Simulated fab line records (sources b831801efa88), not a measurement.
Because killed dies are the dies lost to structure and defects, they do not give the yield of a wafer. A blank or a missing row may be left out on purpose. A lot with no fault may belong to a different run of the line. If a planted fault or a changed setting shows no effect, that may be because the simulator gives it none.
Which of the tools did it? -- flow sky130 -- Sampling: 11 lots, 33 wafers, 3 of 708 route steps

## WHAT EACH GAUGE READ, for each wafer
SKY_VT_ADJUST_PCH_TW_MEAS_10.
lot,measured,on,VT_ADJUST_PCH_TW
L479,day 10 07:07,film_metro-01,141.1 141.8 141.2
L484,day 12 04:07,film_metro-01,142.3 142.6 143.2
L486,day 13 03:33,film_metro-01,143.0 143.2 144.1
L487,day 13 14:43,film_metro-04,142.6 142.5 141.9
L488,day 13 20:13,film_metro-02,140.8 141.1 141.0
L489,day 14 10:14,film_metro-01,143.3 143.9 143.8
L491,day 14 12:57,film_metro-04,141.2 142.5 142.8
L492,day 14 18:54,film_metro-01,143.5 143.2 144.2
L497,day 16 06:12,film_metro-01,142.7 143.1 142.9
L500,day 17 05:04,film_metro-01,143.3 143.7 143.4
L502,day 18 00:46,film_metro-01,143.3 142.5 143.1

## WHICH TOOL RAN EACH LOT (tool, then ch and the chambers of the sampled wafers, then the start)
lot,SKY_VT_ADJUST_HVTR_STRIP_10,SKY_VT_ADJUST_PCH_STRIP_09
L479,"plasma_asher-01 ch 0,1, day 9 08:40","plasma_asher-04 ch 0,1, day 10 07:01"
L484,"plasma_asher-04 ch 0,1, day 11 03:22","plasma_asher-03 ch 0,1, day 12 04:01"
L486,"plasma_asher-02 ch 0,1, day 12 02:10","plasma_asher-02 ch 0,1, day 13 03:27"
L487,"plasma_asher-04 ch 0,1, day 12 12:42","plasma_asher-03 ch 0,1, day 13 14:37"
L488,"plasma_asher-02 ch 0,1, day 12 19:02","plasma_asher-02 ch 0,1, day 13 20:08"
L489,"plasma_asher-01 ch 0,1, day 13 08:00","plasma_asher-02 ch 0,1, day 14 10:10"
L491,"plasma_asher-01 ch 0,1, day 13 10:10","plasma_asher-04 ch 0,1, day 14 12:51"
L492,"plasma_asher-04 ch 0,1, day 13 15:37","plasma_asher-03 ch 0,1, day 14 18:48"
L497,"plasma_asher-02 ch 0,1, day 15 02:13","plasma_asher-04 ch 0,1, day 16 06:06"
L500,"plasma_asher-04 ch 1, day 16 00:28","plasma_asher-04 ch 1, day 17 04:57"
L502,"plasma_asher-04 ch 0,1, day 16 19:49","plasma_asher-02 ch 0, day 18 00:39"
- SKY_VT_ADJUST_HVTR_STRIP_10: strips in O2/N2.
- SKY_VT_ADJUST_PCH_STRIP_09: strips in O2/N2.

## AS READ BY THE TOOLS THEMSELVES (means over the sampled wafers that have a number; for cases with no such wafer, the mark the record gives instead)
SKY_VT_ADJUST_HVTR_STRIP_10.
lot,tool,drypump_motor_current_A (A),oes_product_au (a.u.),strip_time_to_endpoint_s (s)
L479,plasma_asher-01,5.8,0.714,14.10
L484,plasma_asher-04,5.5,0.715,14.21
L486,plasma_asher-02,6.0,0.713,14.22
L487,plasma_asher-04,5.6,0.711,14.15
L488,plasma_asher-02,6.0,0.716,14.09
L489,plasma_asher-01,6.0,0.715,14.23
L491,plasma_asher-01,5.8,0.711,14.23
L492,plasma_asher-04,5.6,0.715,14.14
L497,plasma_asher-02,5.9,0.716,14.14
L500,plasma_asher-04,5.3,0.720,14.23
L502,plasma_asher-04,5.7,0.718,14.18

SKY_VT_ADJUST_PCH_STRIP_09.
lot,tool,drypump_motor_current_A (A),oes_product_au (a.u.),strip_time_to_endpoint_s (s)
L479,plasma_asher-04,5.5,0.721,37.02
L484,plasma_asher-03,5.3,0.722,36.97
L486,plasma_asher-02,5.7,0.721,36.86
L487,plasma_asher-03,5.6,0.724,36.97
L488,plasma_asher-02,5.9,0.721,37.23
L489,plasma_asher-02,5.7,0.721,37.05
L491,plasma_asher-04,5.5,0.718,37.10
L492,plasma_asher-03,5.3,0.725,36.77
L497,plasma_asher-04,5.6,0.728,37.02
L500,plasma_asher-04,5.3,0.720,37.03
L502,plasma_asher-02,6.2,0.724,37.10

## THE ANSWER, worked out from the rows above alone
Rule: the lots themselves supply what counts as usual. Put in order of their means at a reading, lots are off if they are a third of the lots or fewer, leave a main group of 4 or more, and stand apart from it by a gap of 3 or more times the standard deviation of the main group's means; of several such gaps the widest counts. A main group whose means are all the same, to the digits that the tables above print for the reading, isn't used. A lot without any number at a reading at which 4 lots or more have one is off too. Where the step has rows for the other lots, those lots are counted as sound. After the gauges, taken in route order, come the tools' own readings; for these a lot's mean is taken, as printed above. At the first step where some lot is off, the reading lying furthest off is the one used; lots without a number count as furthest.
Nothing can be told from this: no lot is off at any reading shown.

## WHAT WAS PUT IN BY THE SIMULATOR
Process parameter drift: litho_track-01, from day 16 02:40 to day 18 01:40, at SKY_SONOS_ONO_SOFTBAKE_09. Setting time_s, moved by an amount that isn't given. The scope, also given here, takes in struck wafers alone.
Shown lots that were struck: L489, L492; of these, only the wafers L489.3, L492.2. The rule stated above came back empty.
